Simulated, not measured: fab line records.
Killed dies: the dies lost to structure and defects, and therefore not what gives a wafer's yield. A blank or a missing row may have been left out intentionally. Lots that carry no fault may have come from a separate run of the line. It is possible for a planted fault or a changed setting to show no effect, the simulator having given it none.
Comparing a struck lot with a sound one / flow gf180mcu / 16 out of 602 route steps
Sound: these wafers, L331.1, L331.3, L331.4. Struck: wafer L323.5 (left out: L323.3, L323.6 of the same lot, which were not struck); the cause appears at the end.
Per side, at each step with rows, come the tool, then ch with its chambers, and then its first start. Under that, the readings that differ: sound wafers / struck wafers / difference of the means / sigmas: that difference in standard deviations of wafers without a fault.
alike: words and numbers the same on both sides, and readings whose means are apart by under 2 such deviations; not compared: readings that were withheld, readings missing a value for some wafer, numbers with overlapping values and no deviation given by the record, and bounds like >300 which may hide the same value.
A row with sigmas, a row that says differs or no value, or rows on one side alone: a step with any of these is where the two part. Numbers that don't overlap but have no deviation are shown without sigmas and don't part them. A reading missing from all wafers of one side parts the sides only when that side holds two or more wafers.

GF_STI_THK_MEAS_02:
  sound on film_metro-02, day 5 06:06; struck on film_metro-02, day 3 15:47
  alike: STI_OXIDATION_THK
then, 1 step without rows for these wafers: GF_STI_CVD_03 (deposits Si3N4 from DCS/NH3, target thk 207.16 nm, time 3551 s).
GF_STI_THK_MEAS_04:
  sound on film_metro-01, day 5 08:09; struck on film_metro-02, day 3 17:50
  alike: STI_CVD_03_THK
then, 7 steps without rows for these wafers: GF_STI_DEHYDRATE_05 (time 60 s); GF_STI_HMDS_06 (prime time 60 s); GF_STI_COAT_07 (resist thk 700 nm); GF_STI_SOFTBAKE_08 (time 60 s); GF_STI_EXPOSE_09 (exposes mask COMP, target cd 220 nm); GF_STI_PEB_10 (peb time 90 s); GF_STI_DEVELOP_11 (develop time 60 s).
GF_STI_CD_MEAS_12: the cd target is 220 nm.
  sound on cd_sem-01, day 5 22:23; struck on cd_sem-02, day 4 07:12
  alike: cd_nm
GF_STI_ETCH_13: etches the open film in CHF3/O2, stops on Si, target depth 282.31 nm, time 112.9 s.
  sound on rie_diel-01 ch 1,2,3, day 5 22:31; struck on rie_diel-04 ch 3, day 4 07:17
  alike: drypump_motor_current_A, oes_product_au, run_length_s, throttle_valve_pct
  not compared: rf_hours_counter_h
GF_STI_ETCH_14: etches Si in HBr/Cl2/O2, target depth 360 nm, time 102.9 s.
  sound on rie_si-02 ch 0,1,2, day 5 22:35; struck on rie_si-01 ch 3, day 4 07:22
reading=run_length_s (s); sound=131.6 130.9 131.1; struck=104.4; difference=-26.8; sigmas=-72
reading=throttle_valve_pct (%); sound=25.662 25.665 25.686; struck=25.642; difference=-0.029; sigmas=-3
reading=model.etch.depth_nm (nm); sound=354.2 356.4 351.7; struck=269.7; difference=-84.4; sigmas=
reading=model.STI.feature_depth_nm (nm); sound=354.2 356.4 351.7; struck=269.7; difference=-84.4; sigmas=
reading=model.KrF_of_STI_COAT_07.thk_nm (nm); sound=323.4 318.4 327.5; struck=347.7; difference=+24.6; sigmas=
  alike: drypump_motor_current_A, he_backside_leak_sccm, oes_product_au
  not compared: rf_hours_counter_h
GF_STI_STRIP_15: strips in O2/N2.
  sound on plasma_asher-04 ch 0,1, day 5 22:40; struck on plasma_asher-02 ch 1, day 4 07:28
reading=oes_product_au (a.u.); sound=0.385 0.385 0.390; struck=0.399; difference=+0.012; sigmas=+3
reading=strip_time_to_endpoint_s (s); sound=3.76 3.71 3.80; struck=4.01; difference=+0.25; sigmas=+7
  alike: drypump_motor_current_A, heater_power_w, platen_temp_c
  not compared: rf_hours_counter_h
then, 1 step without rows for these wafers: GF_STI_CLEAN_16 (cleans in dHF, time 25 s).
-- the record jumps here: 28 days lie between the struck wafers' starts before and after (it left off in module STI and takes up again in module PASSIVATION, whose first step shown is number 602 of the route) --
GF_PASSIVATION_PROBE_99:
  sound on prober-01, day 33 21:19; struck on prober-01, day 32 02:55
reading=model.etest.pwell_in_dnwell.line_ohm_um; sound=3997 4068 3894; struck=3270; difference=-716; sigmas=
reading=model.etest.ldpmos_10p0.r_on_ohm_um; sound=1.123e+04 1.121e+04 1.129e+04; struck=1.063e+04; difference=-6.133e+02; sigmas=
reading=model.etest.p_drift.rs_ohm_sq; sound=2352 2386 2343; struck=1986; difference=-374; sigmas=
reading=model.etest.pwell_in_dnwell.rs_ohm_sq; sound=2354 2412 2350; struck=1983; difference=-389; sigmas=
reading=model.etest.ldnmos_10p0.r_on_ohm_um; sound=3703 3760 3718; struck=3394; difference=-333; sigmas=
reading=model.etest.n_drift.rs_ohm_sq; sound=1170 1190 1163; struck=930.4; difference=-243.9; sigmas=
reading=model.etest.nwell.line_ohm_um; sound=1137 1130 1095; struck=1014; difference=-107; sigmas=
reading=model.etest.nwell.rs_ohm_sq; sound=975.9 987.7 955.1; struck=872.9; difference=-100.0; sigmas=

## WHERE THEY PART
First at GF_STI_ETCH_14; last, within this record, at GF_STI_STRIP_15.

WHY: the cause the simulator had injected
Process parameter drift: rie_si-01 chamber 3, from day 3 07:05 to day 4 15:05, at GF_STI_ETCH_14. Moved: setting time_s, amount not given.
